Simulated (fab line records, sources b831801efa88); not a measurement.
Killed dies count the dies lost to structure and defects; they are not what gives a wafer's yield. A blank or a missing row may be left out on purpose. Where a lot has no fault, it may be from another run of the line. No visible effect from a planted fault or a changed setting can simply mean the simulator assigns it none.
Which tool is to blame? || flow gf180mcu || 14 lots, 42 wafers sampled, at 4 steps of a route of 602

## WHAT THE GAUGES READ, wafer by wafer
GF_HV_LDD_TW_MEAS_38.
{"lot": "L471", "measured": "day 11 08:31", "on": "film-metro-01", "HV_LDD_3_TW": "1437 1444 1447"}
{"lot": "L472", "measured": "day 11 11:47", "on": "film-metro-04", "HV_LDD_3_TW": "1443 1435 1444"}
{"lot": "L473", "measured": "day 11 20:13", "on": "film-metro-01", "HV_LDD_3_TW": "1441 1443 1447"}
{"lot": "L474", "measured": "day 12 09:56", "on": "film-metro-04", "HV_LDD_3_TW": "1437 1444 1429"}
{"lot": "L475", "measured": "day 12 10:41", "on": "film-metro-03", "HV_LDD_3_TW": "1430 1430 1427"}
{"lot": "L476", "measured": "day 12 17:40", "on": "film-metro-01", "HV_LDD_3_TW": "1444 1441 1449"}
{"lot": "L477", "measured": "day 13 08:44", "on": "film-metro-03", "HV_LDD_3_TW": "1439 1421 1432"}
{"lot": "L478", "measured": "day 13 14:17", "on": "film-metro-04", "HV_LDD_3_TW": "1435 1431 1435"}
{"lot": "L479", "measured": "day 14 04:49", "on": "film-metro-04", "HV_LDD_3_TW": "1441 1438 1433"}
{"lot": "L480", "measured": "day 14 20:50", "on": "film-metro-01", "HV_LDD_3_TW": "1453 1445 1449"}
{"lot": "L482", "measured": "day 15 17:42", "on": "film-metro-03", "HV_LDD_3_TW": "1424 1430 1434"}
{"lot": "L485", "measured": "day 16 10:32", "on": "film-metro-04", "HV_LDD_3_TW": "1435 1435 1436"}

GF_V1_THK_MEAS_01.
{"lot": "L471", "measured": "day 16 18:41", "on": "film-metro-04", "V1_CVD_00_THK (nm)": "607 598 594"}
{"lot": "L472", "measured": "day 16 23:13", "on": "film-metro-02", "V1_CVD_00_THK (nm)": "594 602 606"}
{"lot": "L473", "measured": "day 17 09:00", "on": "film-metro-02", "V1_CVD_00_THK (nm)": "595 595 598"}
{"lot": "L474", "measured": "day 18 00:21", "on": "film-metro-02", "V1_CVD_00_THK (nm)": "596 602 602"}
{"lot": "L475", "measured": "day 18 03:07", "on": "film-metro-03", "V1_CVD_00_THK (nm)": "608 608 598"}
{"lot": "L476", "measured": "day 18 10:14", "on": "film-metro-03", "V1_CVD_00_THK (nm)": "598 597 591"}
{"lot": "L477", "measured": "day 19 03:02", "on": "film-metro-02", "V1_CVD_00_THK (nm)": "607 596 601"}
{"lot": "L478", "measured": "day 19 10:31", "on": "film-metro-04", "V1_CVD_00_THK (nm)": "590 599 593"}
{"lot": "L479", "measured": "day 20 04:11", "on": "film-metro-02", "V1_CVD_00_THK (nm)": "601 592 598"}
{"lot": "L480", "measured": "day 20 20:29", "on": "film-metro-02", "V1_CVD_00_THK (nm)": "588 593 591"}
{"lot": "L482", "measured": "day 21 20:29", "on": "film-metro-04", "V1_CVD_00_THK (nm)": "599 593 589"}
{"lot": "L485", "measured": "day 22 15:51", "on": "film-metro-02", "V1_CVD_00_THK (nm)": "589 584 595"}

## WHICH TOOL RAN EACH LOT (tool, then ch and the chambers of the sampled wafers, then the start)
{"lot": "L471", "GF_POLY_GATE_DEVELOP_09": "litho-track-04 ch 0, day 8 23:22", "GF_CONTACT_CMP_27": "cmp-02 ch 0,1, day 15 20:08"}
{"lot": "L472", "GF_POLY_GATE_DEVELOP_09": "litho-track-01 ch 0, day 9 01:56", "GF_CONTACT_CMP_27": "cmp-02 ch 2,3, day 15 23:31"}
{"lot": "L473", "GF_POLY_GATE_DEVELOP_09": "litho-track-01 ch 0, day 9 11:28", "GF_CONTACT_CMP_27": "cmp-01 ch 0,2,3, day 16 09:01"}
{"lot": "L474", "GF_POLY_GATE_DEVELOP_09": "litho-track-02 ch 0, day 9 20:53", "GF_CONTACT_CMP_27": "cmp-01 ch 0,3, day 16 23:50"}
{"lot": "L475", "GF_POLY_GATE_DEVELOP_09": "litho-track-02 ch 0, day 10 00:25", "GF_CONTACT_CMP_27": "cmp-02 ch 0,1,3, day 17 02:04"}
{"lot": "L476", "GF_POLY_GATE_DEVELOP_09": "litho-track-01 ch 0, day 10 06:22", "GF_CONTACT_CMP_27": "cmp-01 ch 0,2,3, day 17 08:58"}
{"lot": "L477", "GF_POLY_GATE_DEVELOP_09": "litho-track-01 ch 0, day 10 19:41", "GF_CONTACT_CMP_27": "cmp-02 ch 1,3, day 18 01:40"}
{"lot": "L478", "GF_POLY_GATE_DEVELOP_09": "litho-track-01 ch 0, day 11 01:02", "GF_CONTACT_CMP_27": "cmp-01 ch 0,1,3, day 18 09:07"}
{"lot": "L479", "GF_POLY_GATE_DEVELOP_09": "litho-track-02 ch 0, day 11 15:46", "GF_CONTACT_CMP_27": "cmp-01 ch 2,3, day 19 02:28"}
{"lot": "L480", "GF_POLY_GATE_DEVELOP_09": "litho-track-04 ch 0, day 12 05:36", "GF_CONTACT_CMP_27": "cmp-01 ch 0,1,3, day 19 18:56"}
{"lot": "L482", "GF_POLY_GATE_DEVELOP_09": "litho-track-04 ch 0, day 12 23:48", "GF_CONTACT_CMP_27": "cmp-02 ch 2,3, day 20 19:22"}
{"lot": "L485", "GF_POLY_GATE_DEVELOP_09": "litho-track-04 ch 0, day 13 16:36", "GF_CONTACT_CMP_27": "cmp-01 ch 0,2,3, day 21 15:22"}
{"lot": "L487", "GF_POLY_GATE_DEVELOP_09": "litho-track-02, day 14 05:46", "GF_CONTACT_CMP_27": "-"}
{"lot": "L486", "GF_POLY_GATE_DEVELOP_09": "litho-track-02, day 14 08:02", "GF_CONTACT_CMP_27": "-"}
- GF_POLY_GATE_DEVELOP_09: develop time 60 s.
- GF_CONTACT_CMP_27: polishes, stops on SiO2, t overpolish 15 s, target thk 0 nm.

## WHAT THE TOOLS THEMSELVES READ (means of the sampled wafers that have a number; where no wafer has one, the mark that the record gives instead)
GF_POLY_GATE_DEVELOP_09.
{"lot": "L471", "tool": "litho-track-04", "chill-plate-temp-C (C)": 22.97}
{"lot": "L472", "tool": "litho-track-01", "chill-plate-temp-C (C)": 23.01}
{"lot": "L473", "tool": "litho-track-01", "chill-plate-temp-C (C)": 23.11}
{"lot": "L474", "tool": "litho-track-02", "chill-plate-temp-C (C)": 22.95}
{"lot": "L475", "tool": "litho-track-02", "chill-plate-temp-C (C)": 22.99}
{"lot": "L476", "tool": "litho-track-01", "chill-plate-temp-C (C)": 23.08}
{"lot": "L477", "tool": "litho-track-01", "chill-plate-temp-C (C)": 22.97}
{"lot": "L478", "tool": "litho-track-01", "chill-plate-temp-C (C)": 22.96}
{"lot": "L479", "tool": "litho-track-02", "chill-plate-temp-C (C)": 22.91}
{"lot": "L480", "tool": "litho-track-04", "chill-plate-temp-C (C)": 22.97}
{"lot": "L482", "tool": "litho-track-04", "chill-plate-temp-C (C)": 22.99}
{"lot": "L485", "tool": "litho-track-04", "chill-plate-temp-C (C)": 22.95}
{"lot": "L487", "tool": "litho-track-02", "chill-plate-temp-C (C)": "-"}
{"lot": "L486", "tool": "litho-track-02", "chill-plate-temp-C (C)": "-"}

GF_CONTACT_CMP_27.
{"lot": "L471", "tool": "cmp-02", "motor-current-A (A)": 11.4, "overpolish-run-s (s)": 14.997, "time-to-endpoint-s (s)": 68}
{"lot": "L472", "tool": "cmp-02", "motor-current-A (A)": 9.9, "overpolish-run-s (s)": 15.008, "time-to-endpoint-s (s)": 70}
{"lot": "L473", "tool": "cmp-01", "motor-current-A (A)": 10.3, "overpolish-run-s (s)": 14.988, "time-to-endpoint-s (s)": 68}
{"lot": "L474", "tool": "cmp-01", "motor-current-A (A)": 10.1, "overpolish-run-s (s)": 14.998, "time-to-endpoint-s (s)": 70}
{"lot": "L475", "tool": "cmp-02", "motor-current-A (A)": 10.8, "overpolish-run-s (s)": 14.993, "time-to-endpoint-s (s)": 71}
{"lot": "L476", "tool": "cmp-01", "motor-current-A (A)": 10.9, "overpolish-run-s (s)": 15.002, "time-to-endpoint-s (s)": 69}
{"lot": "L477", "tool": "cmp-02", "motor-current-A (A)": 11.5, "overpolish-run-s (s)": 15.004, "time-to-endpoint-s (s)": 71}
{"lot": "L478", "tool": "cmp-01", "motor-current-A (A)": 10.1, "overpolish-run-s (s)": 15.000, "time-to-endpoint-s (s)": 70}
{"lot": "L479", "tool": "cmp-01", "motor-current-A (A)": 10.9, "overpolish-run-s (s)": 15.007, "time-to-endpoint-s (s)": 67}
{"lot": "L480", "tool": "cmp-01", "motor-current-A (A)": 10.3, "overpolish-run-s (s)": 15.000, "time-to-endpoint-s (s)": 69}
{"lot": "L482", "tool": "cmp-02", "motor-current-A (A)": 9.6, "overpolish-run-s (s)": 14.999, "time-to-endpoint-s (s)": 72}
{"lot": "L485", "tool": "cmp-01", "motor-current-A (A)": 10.5, "overpolish-run-s (s)": 15.005, "time-to-endpoint-s (s)": 71}

## THE ANSWER, worked out from the rows above alone
Rule: the lots themselves supply what counts as usual. The widest of any qualifying gaps counts: lots, ordered by their means at a reading, are off when they make up no more than a third of the lots, leave a main group of 4 or more, and stand apart from it by 3 or more times the standard deviation of that group's means. A main group whose means are all the same, to the digits that the tables above print for the reading, isn't used. A lot without any number at a reading at which 4 lots or more have one is off too. Where the step has rows for the other lots, those lots are counted as sound. The gauges are gone through in route order, then the tools' own readings, and for those a lot's mean is taken as printed above. The first step at which some lot is off is used, and at that step the reading that is off furthest; a lot without a number counts as furthest.
Off, at GF_POLY_GATE_DEVELOP_09 on chill-plate-temp-C: L487, L486. Without a number there: L487, L486. Main group: mean 22.99 C, sd 0.054.
If a tool, at that step or one of the process steps before it, ran each lot that is off and ran no sound lot following the first of them, it fits. One candidate fits, namely litho-track-02 at GF_POLY_GATE_DEVELOP_09. Its last sound lot is L479 (day 11 15:46), its first lot that is off L487 (day 14 05:46): a fault that began between those two fits.
Blank at GF_POLY_GATE_DEVELOP_09 on the lots that are off, where sound lots have numbers: chill-plate-temp-C.

## WHAT HAD BEEN PUT IN BY THE SIMULATOR
Skipped step whole: litho-track-02, from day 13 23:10 on, at GF_POLY_GATE_DEVELOP_09. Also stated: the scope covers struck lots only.
Struck lots among those shown: L487, L486. Same finding as the rule above.
